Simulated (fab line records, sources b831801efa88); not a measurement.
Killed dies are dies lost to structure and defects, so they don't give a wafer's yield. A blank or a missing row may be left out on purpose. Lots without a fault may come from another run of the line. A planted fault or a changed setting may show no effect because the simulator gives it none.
Which tool did it? | flow gf180mcu | 24 lots, 72 wafers sampled, at 3 steps of a route of 602

WHAT THE GAUGES READ, wafer by wafer
GF_MVSD_TW_MEAS_11. Usual: MVSD_TW 1569, standard deviation 29.
lot  | measured     | on            | MVSD_TW        | flag
L074 | day 4 10:13  | film_metro-02 | 1613 1614 1617 |
L075 | day 4 14:05  | film_metro-02 | 1617 1622 1624 |
L076 | day 4 20:38  | film_metro-03 | 1543 1540 1547 |
L077 | day 5 04:41  | film_metro-01 | 1552 1561 1563 |
L078 | day 5 10:52  | film_metro-02 | 1609 1602 1599 |
L079 | day 5 20:46  | film_metro-01 | 1545 1549 1553 |
L080 | day 6 01:52  | film_metro-03 | 1541 1546 1541 |
L081 | day 6 04:16  | film_metro-03 | 1544 1547 1544 |
L082 | day 6 14:22  | film_metro-03 | 1536 1540 1542 |
L083 | day 6 19:48  | film_metro-02 | 1605 1606 1605 |
L084 | day 6 22:37  | film_metro-03 | 1546 1547 1546 |
L085 | day 7 04:34  | film_metro-03 | 1533 1538 1539 |
L086 | day 7 07:52  | film_metro-01 | 1547 1552 1557 |
L087 | day 7 12:55  | film_metro-01 | 1564 1561 1559 |
L088 | day 7 21:01  | film_metro-02 | 1611 1606 1607 |
L089 | day 8 01:37  | film_metro-02 | 1613 1606 1614 |
L090 | day 8 06:27  | film_metro-02 | 1615 1605 1605 |
L091 | day 8 12:28  | film_metro-01 | 1555 1551 1546 |
L092 | day 8 18:38  | film_metro-01 | 1544 1552 1559 |
L093 | day 9 01:59  | film_metro-03 | 1544 1549 1550 |
L094 | day 9 06:39  | film_metro-02 | 1602 1605 1602 |
L095 | day 9 14:13  | film_metro-01 | 1564 1554 1560 |
L096 | day 9 18:46  | film_metro-01 | 1560 1562 1556 |
L097 | day 10 03:17 | film_metro-01 | 1547 1549 1545 |

GF_VT_IMPLANT_TW_MEAS_10. Usual: VT_IMPLANT_TW 560, standard deviation 10.
lot  | measured     | on            | VT_IMPLANT_TW | flag
L074 | day 5 14:09  | film_metro-02 | 572 575 572   |
L075 | day 5 17:46  | film_metro-02 | 572 574 576   |
L076 | day 6 01:02  | film_metro-02 | 577 572 576   |
L077 | day 6 09:43  | film_metro-04 | 562 559 563   |
L078 | day 6 16:34  | film_metro-04 | 564 562 564   |
L079 | day 7 02:28  | film_metro-04 | 564 567 566   |
L080 | day 7 08:38  | film_metro-03 | 548 550 547   |
L081 | day 7 11:04  | film_metro-03 | 549 547 550   |
L082 | day 7 22:22  | film_metro-03 | 549 547 548   |
L083 | day 8 03:46  | film_metro-02 | 577 576 573   |
L084 | day 8 07:13  | film_metro-02 | 574 574 573   |
L085 | day 8 13:26  | film_metro-04 | 565 565 568   |
L086 | day 8 16:46  | film_metro-04 | 564 564 566   |
L087 | day 8 23:22  | film_metro-03 | 546 546 546   |
L088 | day 9 06:55  | film_metro-04 | 564 566 568   |
L089 | day 9 11:28  | film_metro-03 | 551 554 552   |
L090 | day 9 17:36  | film_metro-04 | 567 568 563   |
L091 | day 9 23:04  | film_metro-03 | 552 552 550   |
L092 | day 10 05:50 | film_metro-03 | 555 552 556   |
L093 | day 10 13:35 | film_metro-02 | 575 577 576   |
L094 | day 10 19:03 | film_metro-03 | 552 554 553   |
L095 | day 11 02:28 | film_metro-03 | 546 550 551   |
L096 | day 11 07:03 | film_metro-03 | 547 545 548   |
L097 | day 11 15:28 | film_metro-03 | 548 552 546   |

GF_HV_LDD_CD_MEAS_19: target cd 400 nm. Usual: cd_nm 400.0 nm, standard deviation 2.2.
lot  | measured     | on        | cd_nm (nm)        | flag
L074 | day 10 15:15 | cd_sem-02 | 402.0 402.7 400.8 |
L075 | day 10 21:07 | cd_sem-02 | 395.5 397.5 397.4 |
L076 | day 11 05:26 | cd_sem-02 | 399.4 397.7 399.8 |
L077 | day 11 17:22 | cd_sem-02 | 405.2 402.1 403.9 |
L078 | day 12 03:13 | cd_sem-02 | 400.6 397.2 398.0 |
L079 | day 12 14:04 | cd_sem-01 | 397.4 395.4 398.2 |
L080 | day 12 20:16 | cd_sem-02 | 397.9 400.3 399.1 |
L081 | day 13 01:42 | cd_sem-02 | 400.6 402.4 401.8 |
L082 | day 13 15:34 | cd_sem-02 | 400.4 399.4 400.5 |
L083 | day 13 22:49 | cd_sem-01 | 401.6 399.2 398.7 |
L084 | day 14 02:23 | cd_sem-01 | 400.0 400.6 401.0 |
L085 | day 14 05:51 | cd_sem-02 | 398.5 398.8 398.7 |
L086 | day 14 13:11 | cd_sem-01 | 399.6 398.1 398.8 |
L087 | day 14 20:56 | cd_sem-02 | 397.2 397.7 398.6 |
L088 | day 15 07:07 | cd_sem-01 | 401.3 399.2 401.1 |
L089 | day 15 12:42 | cd_sem-02 | 398.6 398.7 399.0 |
L090 | day 15 19:02 | cd_sem-02 | 398.5 396.6 398.8 |
L091 | day 16 01:29 | cd_sem-01 | 399.8 402.1 399.4 |
L092 | day 16 08:22 | cd_sem-01 | 401.4 403.0 401.5 |
L093 | day 16 18:19 | cd_sem-01 | 401.0 402.4 404.7 |
L094 | day 17 01:20 | cd_sem-01 | 406.0 403.8 404.3 |
L095 | day 17 15:35 | cd_sem-02 | 397.8 397.6 398.2 |
L096 | day 17 20:28 | cd_sem-01 | 402.8 403.1 401.6 |
L097 | day 18 02:41 | cd_sem-01 | 398.2 399.2 401.7 |

WHICH TOOL RAN EACH LOT (tool, then ch and the chambers of the sampled wafers, then the start)
The record holds no process step before these readings.

WHAT THE TOOLS THEMSELVES READ (means of the sampled wafers that have a number; where no wafer has one, the mark that the record gives instead)
The record holds no such reading with a usual standard deviation.

THE ANSWER, worked out from the rows above alone
Rule: a lot is off if the mean of its wafers that have a number lies more than 3 standard deviations from the usual mean. A lot without any number at a reading at which 4 lots or more have one is off too. The other lots that the step has rows for count as sound. The gauges are gone through in route order, then the tools' own readings, and for those a lot's mean is taken as printed above. The first step at which some lot is off is used, and at that step the reading that is off furthest; a lot without a number counts as furthest.
No lot is off at any reading shown: from this, nothing can be told.

WHAT THE SIMULATOR HAD PUT IN
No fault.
